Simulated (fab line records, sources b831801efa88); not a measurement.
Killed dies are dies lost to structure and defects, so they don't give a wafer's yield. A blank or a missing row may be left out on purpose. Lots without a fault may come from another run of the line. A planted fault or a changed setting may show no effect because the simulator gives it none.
A struck lot beside a sound one | flow gf180mcu | 26 steps out of a route of 602
Sound: wafers L734.2, L734.3, L734.6. Struck: wafer L748.6. (L748.5 of the same lot was not struck and is left out.) The cause comes at the end.
At each step with rows: each side's tool, then ch and its chambers, then its first start. Under that, the readings that differ: sound wafers | struck wafers | difference of the means | sigmas: that difference in standard deviations of wafers without a fault.
alike: readings whose means differ by less than 2 such deviations, and words and numbers that are the same on both sides. not compared: withheld readings, readings that some wafer has no value for, bounds like >300 that may hide the same value, and numbers for which the record gives no deviation and whose values overlap.
The two part at a step that has a row with sigmas, a row that says differs or no value, or rows on one side only. Numbers that don't overlap but have no deviation are shown without sigmas and don't part them. A reading that every wafer of one side lacks parts them only if that side has two wafers or more.

first, 5 steps without rows for these wafers: GF_HV_LDD_COAT_14 (resist thk 1000 nm); GF_HV_LDD_SOFTBAKE_15 (time 60 s); GF_HV_LDD_EXPOSE_16 (exposes mask Pplus LV AREA, target cd 400 nm); GF_HV_LDD_PEB_17; GF_HV_LDD_DEVELOP_18 (develop time 60 s).
GF_HV_LDD_CD_MEAS_19: target cd 400 nm.
  sound on cd_sem-01, day 11 01:23; struck on cd_sem-02, day 15 12:59
  alike: cd_nm
GF_HV_LDD_OVL_MEAS_20:
  sound on overlay-02, day 11 01:29; struck on overlay-01, day 15 13:03
  alike: HV_LDD_01_OVL
then, 1 step without rows for these wafers: GF_HV_LDD_IMPLANT_21.
GF_HV_LDD_STRIP_22: strips in O2/N2.
  sound on plasma_asher-01 ch 0,1, day 11 01:40; struck on plasma_asher-01 ch 0, day 15 13:17
  alike: drypump_motor_current_A, heater_power_w, oes_product_au, platen_temp_c, strip_time_to_endpoint_s
  not compared: rf_hours_counter_h
GF_HV_LDD_TW_MEAS_23:
  sound on film_metro-03, day 11 01:47; struck on film_metro-04, day 15 13:22
  alike: HV_LDD_2_TW
then, 2 steps without rows for these wafers: GF_HV_LDD_DEHYDRATE_24 (time 60 s); GF_HV_LDD_HMDS_25 (prime time 60 s).
GF_HV_LDD_COAT_26: resist thk 1000 nm.
  sound on litho_track-02 ch 0, day 11 10:54; struck on litho_track-02 ch 0, day 16 00:04
  reading                                     | sound            | struck | difference | sigmas
  model.NOVOLAK_of_HV_LDD_COAT_26.thk_nm (nm) | 1005 997.7 998.5 | 1059   | +59        |
then, 3 steps without rows for these wafers: GF_HV_LDD_SOFTBAKE_27 (time 60 s); GF_HV_LDD_EXPOSE_28 (exposes mask Nplus HV AREA, target cd 400 nm); GF_HV_LDD_PEB_29.
GF_HV_LDD_DEVELOP_30: develop time 60 s.
  sound on litho_track-02 ch 0, day 11 20:24; struck on litho_track-01 ch 0, day 16 11:23
  reading                                     | sound            | struck | difference | sigmas
  model.NOVOLAK_of_HV_LDD_COAT_26.thk_nm (nm) | 1005 997.3 998.1 | 1058   | +58        |
GF_HV_LDD_CD_MEAS_31: target cd 400 nm.
  sound on cd_sem-02, day 11 20:32; struck on cd_sem-02, day 16 11:31
  alike: cd_nm
GF_HV_LDD_OVL_MEAS_32:
  sound on overlay-02, day 11 20:39; struck on overlay-01, day 16 11:34
  alike: HV_LDD_02_OVL
then, 4 steps without rows for these wafers: GF_HV_LDD_IMPLANT_33; GF_HV_LDD_IMPLANT_34; GF_HV_LDD_IMPLANT_35; GF_HV_LDD_IMPLANT_36.
GF_HV_LDD_STRIP_37: strips in O2/N2.
  sound on plasma_asher-01 ch 1, day 11 21:17; struck on plasma_asher-04 ch 1, day 16 12:15
  reading                      | sound             | struck | difference | sigmas
  strip_time_to_endpoint_s (s) | 12.71 12.59 12.59 | 13.23  | +0.60      | +15
  alike: drypump_motor_current_A, heater_power_w, oes_product_au, platen_temp_c
  not compared: rf_hours_counter_h
GF_HV_LDD_TW_MEAS_38:
  sound on film_metro-03, day 11 21:23; struck on film_metro-01, day 16 12:19
  alike: HV_LDD_3_TW
GF_PASSIVATION_PROBE_99:
  the record has rows for the sound wafers here (prober-02, day 29 09:28) and none for the struck ones

WHERE THEY PART
First at GF_HV_LDD_STRIP_37; last, within this record, at GF_PASSIVATION_PROBE_99.

WHY: what the simulator had put in
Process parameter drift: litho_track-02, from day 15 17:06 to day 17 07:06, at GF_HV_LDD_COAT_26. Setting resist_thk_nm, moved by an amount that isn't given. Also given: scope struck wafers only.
